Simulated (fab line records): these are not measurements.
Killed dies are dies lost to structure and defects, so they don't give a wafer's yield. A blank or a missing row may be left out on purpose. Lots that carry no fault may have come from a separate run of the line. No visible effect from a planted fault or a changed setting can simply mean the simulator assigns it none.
Chamber matching	flow gf180mcu	GF_V3_CVD_02 on pecvd-02: 3 sister chambers
The step deposits SiO2 from TEOS, target thk 850 nm, time 94.851 s. 24 wafers are shown with their chamber, then 12 later ones without.

## WAFERS WITH THEIR CHAMBER
wafer	chamber	heaterPowerW (W)
L074.4	1	735
L074.5	0	774
L074.6	2	691
L079.1	0	676
L079.2	1	672
L079.3	2	558
L081.1	1	749
L081.2	0	799
L081.3	2	650
L081.4	0	641
L081.5	1	600
L081.6	2	684
L083.2	1	697
L083.4	2	656
L083.5	0	757
L084.1	2	595
L084.3	1	706
L084.4	1	574
L085.1	1	689
L085.2	0	731
L085.3	2	628
L085.4	1	733
L085.5	0	777
L085.6	2	671

SIGNATURES (averages over the wafers above)
reading	chamber 0	chamber 1	chamber 2	scatter within a chamber
heaterPowerW	736.43	683.89	641.62	55.3
Rule: a wafer's distance from a chamber is the root of the sum, over the readings, of the square of ((its reading less the chamber's mean) divided by the reading's scatter). If the next closest chamber is less than 2 further off than the closest, the wafer can't be placed; otherwise it belongs to the closest. The scatter: take each reading less its chamber's mean, square it, sum over the shown wafers, divide by the number of wafers less the number of chambers, and take the root.

## WAFERS WITHOUT THEIR CHAMBER
wafer	heaterPowerW (W)
L086.1	790
L086.3	687
L086.5	633
L090.2	757
L090.4	658
L090.6	683
L091.1	715
L091.2	681
L091.3	665
L091.4	736
L091.5	703
L091.6	724

## THE CHAMBER EACH PASSED THROUGH
wafer	from the rows above	in truth
L086.1	can't be placed: 0 or 1 or 2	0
L086.3	can't be placed: 1 or 2 or 0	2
L086.5	can't be placed: 2 or 1 or 0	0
L090.2	can't be placed: 0 or 1 or 2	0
L090.4	can't be placed: 2 or 1 or 0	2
L090.6	can't be placed: 1 or 2 or 0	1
L091.1	can't be placed: 0 or 1 or 2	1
L091.2	can't be placed: 1 or 2 or 0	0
L091.3	can't be placed: 1 or 2 or 0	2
L091.4	can't be placed: 0 or 1 or 2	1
L091.5	can't be placed: 1 or 0 or 2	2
L091.6	can't be placed: 0 or 1 or 2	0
Correctly placed: 0 of 12. Can't be placed from these rows: 12 (the true chamber is among the candidates in 12). Number placed wrongly: 0.
